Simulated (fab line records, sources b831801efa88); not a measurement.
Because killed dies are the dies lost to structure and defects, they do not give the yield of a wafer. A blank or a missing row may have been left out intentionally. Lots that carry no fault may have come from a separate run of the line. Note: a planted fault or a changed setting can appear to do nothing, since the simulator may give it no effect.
fab line records / flow sky130
record: lots: 4 wafers: 12 last-day: 50
route steps=708 shown METAL4@631 VIA4@639 METAL5@661 PAD_OPEN@708
lots with no fault: from the same line, run without faults
start-h: the number of hours between the record's first day and the start of the first shown wafer of the lot / wait-h: hours from the lot's prior step to this one / " unchanged from the row above / L1.1+2: a row that stands for several wafers / - no value present, or no start provided / * or withheld: withheld / < > ~ a bound
route shown NAME@n: a module of which the file shows steps, and the number in the route of the first / usual: mean and standard deviation over wafers with no fault / same: alike in all rows / chamber/n: place in a boat / sites: per-site readings / _std_site: their standard deviation / _edge_site: inner sites' mean taken away from outer sites' mean / radius-mm: for every site, how far away it sits from the centre of the wafer / mask NAME#n: copy n / behind: tool/chamber where the wafer was last shaped / hold: the reason the lot was held/the length of the hold in hours/how it ended / device: which transistor (n, p or np) failed to switch / end of line: the tests these same wafers got at the end of their route / where a step has no rows: the recipe by itself / killed: count of dies lost to structure and defects at first sort (not the wafer's yield) / map: a wafer's dies, marking killed ones x, the rest . and places with no die _
set.NAME: the setting as run; set.NAME@STEP: as run at that earlier step / model.NAME: the simulator's own value behind a step, which no gauge read
lots at some steps of the route; a table a step, a row a wafer
services: the hour from which a tool's chamber was out of use, counted from the record's first day as start-h (under 0 if before that day), plus the number of hours and why
== steps ==
step: SKY_METAL4_DESCUM_15
recipe: chemistry: O2 source-power-w: 150 bias-power-w: 0 pressure-mtorr: 10 temp-c: 40 time-s: 8
step: SKY_METAL4_ETCH_16
recipe: chemistry: N2/H2 target: BARC ion-energy-ev: 200 bias-w: 100 pressure-mtorr: 30 n2-flow-sccm: 100 h2-flow-sccm: 200 icp-w: 500 stop-on: SiO2 time-s: 88.2 target-depth-a: 600
step: SKY_METAL4_ETCH_17
recipe: target: SiO2 stop-on: TiN chemistry: C4F8/O2/Ar source-w: 1500 bias-w: 1200 pressure-mtorr: 40 c4f8-flow-sccm: withheld O2_flow_sccm: 6 Ar_flow_sccm: 300 time-s: 3.9 target-depth-a: 150
step: SKY_METAL4_METAL_ETCH_18
recipe: target-depth-a: 8450 stop-on: SiO2 over-etch-frac: 0.3 time-s: 183.1 chemistry: Cl2/BCl3 resist-sidewall-deg: 88 pressure-mtorr: 10 icp-w: 900 bias-w: 48.5 Cl2_flow_sccm: 60 bcl3-flow-sccm: 30
step: SKY_METAL4_STRIP_19
recipe: chemistry: O2/N2 power-w: 1400 pressure-mtorr: 1500 platen-temp-c: withheld o2-flow-sccm: 3000 n2-flow-sccm: 300 overash-fraction: 0.5
step: SKY_METAL4_STRIP_20
recipe: chemistry: post-etch-residue-remover time-s: 1200 temp-c: 72.5
step: SKY_METAL4_CLEAN_21
recipe: chemistry: IPA time-s: 180 temp-c: 25
step: SKY_METAL4_CLEAN_22
recipe: chemistry: O3/DIW dry: n2-spin
step: SKY_VIA4_HDPCVD_00
recipe: material: SiO2 target-thk-nm: 1750 sigma-open-frac: 0.3 time-s: 291.7 temp-c: 400 sih4-flow-sccm: 60 pressure-mtorr: 6
step: SKY_VIA4_CMP_02
recipe: material: SiO2 down-force-psi: 4 platen-rpm: 60 pad-velocity-m-s: 0.94248
usual: motor-current-A: 11.6/1.6
lot.wafer=L526.4 tool=cmp-02 chamber=1 start-h=991.22 wait-h=0.3 motor-current-A=9.8 model.SiO2_of_VIA4_HDPCVD_00.thk-nm=581.4
lot.wafer=L526.2 tool=cmp-02 chamber=0 start-h=991.22 wait-h=0.3 motor-current-A=12.8 model.SiO2_of_VIA4_HDPCVD_00.thk-nm=580.3
lot.wafer=L526.5 tool=cmp-02 chamber=2 start-h=991.22 wait-h=0.3 motor-current-A=10.8 model.SiO2_of_VIA4_HDPCVD_00.thk-nm=579.8
lot.wafer=L532.1 tool=cmp-02 chamber=3 start-h=1033.83 wait-h=0.1 motor-current-A=11.3 model.SiO2_of_VIA4_HDPCVD_00.thk-nm=579.5
lot.wafer=L532.3 tool=cmp-02 chamber=2 start-h=1033.83 wait-h=0.1 motor-current-A=10.5 model.SiO2_of_VIA4_HDPCVD_00.thk-nm=579.2
lot.wafer=L532.5 tool=cmp-02 chamber=0 start-h=1033.83 wait-h=0.1 motor-current-A=12.6 model.SiO2_of_VIA4_HDPCVD_00.thk-nm=522.2
lot.wafer=L534.3 tool=cmp-02 chamber=0 start-h=1046.82 wait-h=0.1 motor-current-A=13.2 model.SiO2_of_VIA4_HDPCVD_00.thk-nm=580.5
lot.wafer=L534.1 tool=cmp-02 chamber=1 start-h=1046.82 wait-h=0.1 motor-current-A=9.6 model.SiO2_of_VIA4_HDPCVD_00.thk-nm=581.5
lot.wafer=L534.5 tool=cmp-02 chamber=0 start-h=1046.82 wait-h=0.1 motor-current-A=13.0 model.SiO2_of_VIA4_HDPCVD_00.thk-nm=522.1
lot.wafer=L546.4 tool=cmp-02 chamber=3 start-h=1136.20 wait-h=0.1 motor-current-A=11.5 model.SiO2_of_VIA4_HDPCVD_00.thk-nm=580.3
lot.wafer=L546.3 tool=cmp-02 chamber=0 start-h=1136.20 wait-h=0.1 motor-current-A=12.2 model.SiO2_of_VIA4_HDPCVD_00.thk-nm=580
lot.wafer=L546.5 tool=cmp-02 chamber=3 start-h=1136.20 wait-h=0.1 motor-current-A=11.7 model.SiO2_of_VIA4_HDPCVD_00.thk-nm=580.4
step: SKY_VIA4_DEHYDRATE_04
recipe: temp-c: 200 time-s: 60
step: SKY_VIA4_HMDS_05
recipe: prime-time-s: 60 prime-temp-c: 120
step: SKY_VIA4_COAT_06
recipe: resist: NOVOLAK spin-rpm: 3000 resist-thk-nm: 1140
step: SKY_VIA4_SOFTBAKE_07
recipe: temp-c: 90 time-s: 60 resist: NOVOLAK
step: SKY_VIA4_EXPOSE_08
recipe: mask-id: VIM4 na: 0.6 source-shape: conventional sigma-outer: 0.6 polarization: unpolarized target-cd-nm: 800 dose-mj: 132
step: SKY_VIA4_PEB_09
recipe: temp-c: withheld time-s: * resist: NOVOLAK
step: SKY_VIA4_DEVELOP_10
recipe: resist: NOVOLAK developer: TMAH develop-time-s: 60 dev-temp-c: 23
step: SKY_VIA4_ETCH_12
recipe: target: SiO2 chemistry: C4F8/O2/Ar stop-on: TiN mask-material: NOVOLAK source-w: 1500 bias-w: 1200 pressure-mtorr: 40 c4f8-flow-sccm: withheld O2_flow_sccm: 6 Ar_flow_sccm: 300 time-s: withheld target-depth-a: 5800
usual: oes-product-au: 0.926/0.0043
lot.wafer=L526.2 tool=rie-diel-04 chamber=0 start-h=1014.40 wait-h=0.0 oes-product-au=0.919 model.VIA4.feature-depth-nm=580.3 model.etch.depth-nm=580.3
lot.wafer=L526.4 tool=rie-diel-04 chamber=2 start-h=1014.40 wait-h=0.0 oes-product-au=0.923 model.VIA4.feature-depth-nm=581.4 model.etch.depth-nm=581.4
lot.wafer=L526.5 tool=rie-diel-04 chamber=1 start-h=1014.40 wait-h=0.0 oes-product-au=0.931 model.VIA4.feature-depth-nm=579.8 model.etch.depth-nm=579.8
lot.wafer=L532.1 tool=rie-diel-02 chamber=1 start-h=1055.75 wait-h=0.0 oes-product-au=0.927 model.VIA4.feature-depth-nm=579.5 model.etch.depth-nm=579.5
lot.wafer=L532.3 tool=rie-diel-02 chamber=3 start-h=1055.75 wait-h=0.0 oes-product-au=0.920 model.VIA4.feature-depth-nm=579.2 model.etch.depth-nm=579.2
lot.wafer=L532.5 tool=rie-diel-02 chamber=0 start-h=1055.75 wait-h=0.0 oes-product-au=0.876 model.VIA4.feature-depth-nm=522.2 model.etch.depth-nm=522.2
lot.wafer=L534.1 tool=rie-diel-02 chamber=3 start-h=1068.65 wait-h=0.0 oes-product-au=0.927 model.VIA4.feature-depth-nm=581.5 model.etch.depth-nm=581.5
lot.wafer=L534.3 tool=rie-diel-02 chamber=1 start-h=1068.65 wait-h=0.0 oes-product-au=0.923 model.VIA4.feature-depth-nm=580.5 model.etch.depth-nm=580.5
lot.wafer=L534.5 tool=rie-diel-02 chamber=0 start-h=1068.65 wait-h=0.0 oes-product-au=0.872 model.VIA4.feature-depth-nm=522.1 model.etch.depth-nm=522.1
lot.wafer=L546.3 tool=rie-diel-04 chamber=3 start-h=1155.10 wait-h=0.0 oes-product-au=0.922 model.VIA4.feature-depth-nm=580 model.etch.depth-nm=580
lot.wafer=L546.4 tool=rie-diel-04 chamber=3 start-h=1155.10 wait-h=0.0 oes-product-au=0.933 model.VIA4.feature-depth-nm=580.3 model.etch.depth-nm=580.3
lot.wafer=L546.5 tool=rie-diel-04 chamber=0 start-h=1155.10 wait-h=0.0 oes-product-au=0.923 model.VIA4.feature-depth-nm=580.4 model.etch.depth-nm=580.4
step: SKY_VIA4_STRIP_13
recipe: chemistry: O2/N2 power-w: 1400 pressure-mtorr: 1500 platen-temp-c: withheld o2-flow-sccm: 3000 n2-flow-sccm: 300 overash-fraction: 0.5
step: SKY_VIA4_STRIP_14
recipe: chemistry: post-etch-residue-remover time-s: 1200 temp-c: 72.5
step: SKY_VIA4_CLEAN_15
recipe: chemistry: IPA time-s: 180 temp-c: 25
step: SKY_VIA4_CLEAN_16
recipe: chemistry: O3/DIW dry: n2-spin
step: SKY_VIA4_SPUTTER_17
recipe: material: TiN target-thk-nm: 20 chamber-pressure-pa: 5 power-w: 4000 time-s: 80
step: SKY_VIA4_CVD_18
recipe: material: W target-thk-nm: 505 time-s: 152.14 temp-c: 400 pressure-torr: 40
step: SKY_VIA4_CMP_21
recipe: stop-on: SiO2 t-overpolish-s: 25 down-force-psi: 3.5 platen-rpm: 60 target-thk-nm: 0 pad-velocity-m-s: 0.94248
step: SKY_METAL5_SPUTTER_00
recipe: material: Ti target-thk-nm: 15 power-w: 3000 time-s: 10 chamber-pressure-pa: 0.4
step: SKY_METAL5_SPUTTER_01
recipe: material: TiN target-thk-nm: 20 power-w: 6500 time-s: 16.7 chamber-pressure-pa: 0.4
step: SKY_METAL5_SPUTTER_02
recipe: material: AlCu target-thk-nm: 1150 power-w: 10600 time-s: 61.2 chamber-pressure-pa: 0.4
step: SKY_METAL5_SPUTTER_03
recipe: material: Ti target-thk-nm: 5 power-w: 3000 time-s: 3.3 chamber-pressure-pa: 0.4
step: SKY_METAL5_SPUTTER_04
recipe: material: TiN target-thk-nm: 70 power-w: 6500 time-s: 58.3 chamber-pressure-pa: 0.4
step: SKY_METAL5_DEHYDRATE_07
recipe: temp-c: 200 time-s: 60
step: SKY_METAL5_HMDS_08
recipe: prime-time-s: 60 prime-temp-c: 120
step: SKY_METAL5_COAT_09
recipe: resist: NOVOLAK spin-rpm: 3000 resist-thk-nm: 1800
step: SKY_METAL5_METAL_ETCH_15
recipe: target-depth-a: 12600 stop-on: SiO2 over-etch-frac: 0.2 time-s: 252 chemistry: Cl2/BCl3 resist-sidewall-deg: 86 pressure-mtorr: 10 icp-w: 900 bias-w: 48.5 Cl2_flow_sccm: 60 bcl3-flow-sccm: 30
usual: drypump-motor-current-A: 5.61/0.27 mfc-cl2-sccm: 59.99/0.18 oes-product-au: 0.893/0.005 throttle-valve-pct: 22.262/0.0085
lot.wafer=L526.2 tool=rie-metal-01 chamber=0 start-h=1038.70 wait-h=0.0 drypump-motor-current-A=5.68 mfc-cl2-sccm=60.06 oes-product-au=0.902 rf-hours-counter-h=17 throttle-valve-pct=22.258 model.SiO2_of_VIA4_HDPCVD_00.thk-nm=549.7
lot.wafer=L526.4 tool=rie-metal-01 chamber=1 start-h=1038.70 wait-h=0.0 drypump-motor-current-A=5.86 mfc-cl2-sccm=60.15 oes-product-au=0.896 rf-hours-counter-h=- throttle-valve-pct=22.245 model.SiO2_of_VIA4_HDPCVD_00.thk-nm=549.9
lot.wafer=L526.5 tool=rie-metal-01 chamber=0 start-h=1038.70 wait-h=0.0 drypump-motor-current-A=5.70 mfc-cl2-sccm=59.60 oes-product-au=0.898 rf-hours-counter-h=- throttle-valve-pct=22.268 model.SiO2_of_VIA4_HDPCVD_00.thk-nm=549.1
lot.wafer=L532.1 tool=rie-metal-04 chamber=1 start-h=1076.60 wait-h=0.0 drypump-motor-current-A=5.20 mfc-cl2-sccm=60.38 oes-product-au=0.894 rf-hours-counter-h=17 throttle-valve-pct=22.252 model.SiO2_of_VIA4_HDPCVD_00.thk-nm=548.7
lot.wafer=L532.3 tool=rie-metal-04 chamber=0 start-h=1076.60 wait-h=0.0 drypump-motor-current-A=5.46 mfc-cl2-sccm=59.65 oes-product-au=0.892 rf-hours-counter-h=- throttle-valve-pct=22.258 model.SiO2_of_VIA4_HDPCVD_00.thk-nm=547.8
lot.wafer=L532.5 tool=rie-metal-04 chamber=0 start-h=1076.60 wait-h=0.0 drypump-motor-current-A=5.47 mfc-cl2-sccm=59.86 oes-product-au=0.892 rf-hours-counter-h=- throttle-valve-pct=22.264 model.SiO2_of_VIA4_HDPCVD_00.thk-nm=490.7
lot.wafer=L534.1 tool=rie-metal-01 chamber=0 start-h=1091.80 wait-h=0.0 drypump-motor-current-A=5.71 mfc-cl2-sccm=60.24 oes-product-au=0.884 rf-hours-counter-h=20 throttle-valve-pct=22.266 model.SiO2_of_VIA4_HDPCVD_00.thk-nm=550.2
lot.wafer=L534.3 tool=rie-metal-01 chamber=1 start-h=1091.80 wait-h=0.0 drypump-motor-current-A=5.86 mfc-cl2-sccm=59.75 oes-product-au=0.894 rf-hours-counter-h=- throttle-valve-pct=22.266 model.SiO2_of_VIA4_HDPCVD_00.thk-nm=549.2
lot.wafer=L534.5 tool=rie-metal-01 chamber=1 start-h=1091.80 wait-h=0.0 drypump-motor-current-A=5.86 mfc-cl2-sccm=59.68 oes-product-au=0.893 rf-hours-counter-h=- throttle-valve-pct=22.270 model.SiO2_of_VIA4_HDPCVD_00.thk-nm=490.6
lot.wafer=L546.3 tool=rie-metal-04 chamber=0 start-h=1174.77 wait-h=0.1 drypump-motor-current-A=5.46 mfc-cl2-sccm=59.84 oes-product-au=0.890 rf-hours-counter-h=- throttle-valve-pct=22.268 model.SiO2_of_VIA4_HDPCVD_00.thk-nm=549
lot.wafer=L546.4 tool=rie-metal-04 chamber=1 start-h=1174.77 wait-h=0.1 drypump-motor-current-A=5.20 mfc-cl2-sccm=60.05 oes-product-au=0.890 rf-hours-counter-h=- throttle-valve-pct=22.268 model.SiO2_of_VIA4_HDPCVD_00.thk-nm=549.8
lot.wafer=L546.5 tool=rie-metal-04 chamber=0 start-h=1174.77 wait-h=0.1 drypump-motor-current-A=5.48 mfc-cl2-sccm=59.87 oes-product-au=0.895 rf-hours-counter-h=- throttle-valve-pct=22.268 model.SiO2_of_VIA4_HDPCVD_00.thk-nm=549.5
step: SKY_PAD_OPEN_PROBE_99
usual: defect-limited-yield: 82.3/1.8 killed_at_M0_to_M3: 43/6 killed_at_M4_up: 3.2/1.9 killed-at-contacts: 25/5.4 killed-at-front-end: 15/4.5 killed-at-other: 0.3/0.59 killed-dies: 87/8.7 killed-open: 47/6.7 killed-short: 39/5.7 sort_bin_3_pad_short: 0.9/0.43 sort_bin_5_function: 10.4/1.4 sort_bin_6_memory: 6.4/1.2 sort-n-pass: 405/8.7 sort-yield-pct: 82.3/1.8
same: gross-dies: 492 killed-at-back-side: 0 sort_bin_4_leakage[%]: 0 sort_bin_8_speed[%]: 0
lot.wafer=L526.2 tool=prober-01 chamber=- start-h=1084.74 wait-h=0.1 defect-limited-yield[%]=82.7 killed_at_M0_to_M3=43 killed_at_M4_up=5 killed-at-contacts=17 killed-at-front-end=19 killed-at-other=1 killed-dies=85 killed-open=43 killed-short=40 sort_bin_3_pad_short[%]=0.6 sort_bin_5_function[%]=7.5 sort_bin_6_memory[%]=9.1 sort-n-pass=407 sort-yield-pct[%]=82.7
lot.wafer=L526.4 tool=prober-01 chamber=- start-h=1084.84 wait-h=0.2 defect-limited-yield[%]=81.3 killed_at_M0_to_M3=43 killed_at_M4_up=5 killed-at-contacts=26 killed-at-front-end=18 killed-at-other=0 killed-dies=92 killed-open=45 killed-short=47 sort_bin_3_pad_short[%]=1.2 sort_bin_5_function[%]=10.2 sort_bin_6_memory[%]=7.3 sort-n-pass=400 sort-yield-pct[%]=81.3
lot.wafer=L526.5 tool=prober-01 chamber=- start-h=1084.89 wait-h=0.2 defect-limited-yield[%]=81.7 killed_at_M0_to_M3=40 killed_at_M4_up=4 killed-at-contacts=25 killed-at-front-end=19 killed-at-other=2 killed-dies=90 killed-open=45 killed-short=43 sort_bin_3_pad_short[%]=0.6 sort_bin_5_function[%]=11.6 sort_bin_6_memory[%]=6.1 sort-n-pass=402 sort-yield-pct[%]=81.7
killed by level:class
L526.2 VIA2:geometric-particle:open=8 CONTACT:geometric-particle:open=7 VIA1:geometric-particle:short=7 VIA1:geometric-particle:open=7 METAL2:geometric-particle:short=6 LI_CONTACT:geometric-particle:open=5 FIELD_ISO:geometric-particle:short=4 FIELD_ISO:geometric-particle:open=4
L526.4 VIA1:geometric-particle:open=12 CONTACT:geometric-particle:open=8 POLY_GATE:geometric-particle:open=7 LI_CONTACT:geometric-particle:open=6 CONTACT:geometric-particle:short=6 VIA2:geometric-particle:short=5 FIELD_ISO:geometric-particle:short=4 METAL4:geometric-particle:short=4
L526.5 CONTACT:geometric-particle:open=12 METAL1:geometric-particle:short=9 VIA1:geometric-particle:open=8 POLY_GATE:geometric-particle:open=7 FIELD_ISO:geometric-particle:open=6 METAL2:geometric-particle:short=6 CONTACT:geometric-particle:short=6 METAL3:geometric-particle:short=4
== services ==
tool=rie-diel-02 chamber=3 start-h=971.26 hours=4.9 kind=repair
tool=rie-diel-04 chamber=- start-h=971.53 hours=2.8 kind=pm
tool=cmp-02 chamber=- start-h=974.45 hours=3.7 kind=pm
tool=rie-metal-04 chamber=- start-h=1023.55 hours=2.8 kind=pm
tool=rie-diel-04 chamber=1 start-h=1024.82 hours=17.9 kind=repair
tool=rie-diel-04 chamber=3 start-h=1034.18 hours=5.4 kind=repair
tool=cmp-02 chamber=- start-h=1039.37 hours=6.2 kind=repair
tool=rie-diel-02 chamber=2 start-h=1046.22 hours=- kind=clean
tool=rie-diel-02 chamber=2 start-h=1046.22 hours=23.2 kind=scheduled-down
tool=rie-diel-02 chamber=2 start-h=1046.22 hours=23.2 kind=vent-cycle
tool=cmp-02 chamber=- start-h=1070.79 hours=0.6 kind=repair
tool=rie-diel-02 chamber=2 start-h=1089.08 hours=32.1 kind=repair
tool=rie-diel-02 chamber=0 start-h=1102.04 hours=13.7 kind=repair
tool=rie-diel-04 chamber=1 start-h=1134.87 hours=22.6 kind=repair
tool=rie-metal-01 chamber=1 start-h=1140.15 hours=- kind=clean
tool=rie-metal-01 chamber=1 start-h=1140.15 hours=- kind=consumable-replace:focus-ring
tool=rie-metal-01 chamber=1 start-h=1140.15 hours=25.7 kind=scheduled-down
tool=rie-metal-01 chamber=1 start-h=1140.15 hours=25.7 kind=vent-cycle
tool=rie-diel-02 chamber=1 start-h=1140.61 hours=10.5 kind=repair
tool=cmp-02 chamber=- start-h=1146.96 hours=2.6 kind=repair
tool=rie-diel-04 chamber=3 start-h=1172.31 hours=3.5 kind=repair
tool=rie-diel-04 chamber=2 start-h=1172.81 hours=6.0 kind=repair
== key ==
first-sign: step: SKY_VIA4_ETCH_12 reading: oes-product-au direction: down sigmas: 12 usual: 0.926 struck: 0.874
effect none on later readings
model-effect: step: SKY_VIA4_CMP_02 value: SiO2_of_VIA4_HDPCVD_00.thk-nm without: 580.2 struck: 522.2
model-effect: step: SKY_VIA4_ETCH_12 value: VIA4.feature-depth-nm without: 580.2 struck: 522.2
model-effect: step: SKY_METAL5_METAL_ETCH_15 value: SiO2_of_VIA4_HDPCVD_00.thk-nm without: 548.6 struck: 490.6
met-at SKY_VIA4_CMP_02
struck-wafers L532.5,L534.5
onset-between 991.22 1033.83
fault: kind: process-parameter-drift tool: cmp-02 chamber: - onset-h: 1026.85 steps: SKY_VIA4_CMP_02 channel: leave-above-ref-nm offset: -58 shape: step end-h: 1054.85 scope: struck-wafers-only acts-in: these-recipes-only stated: 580
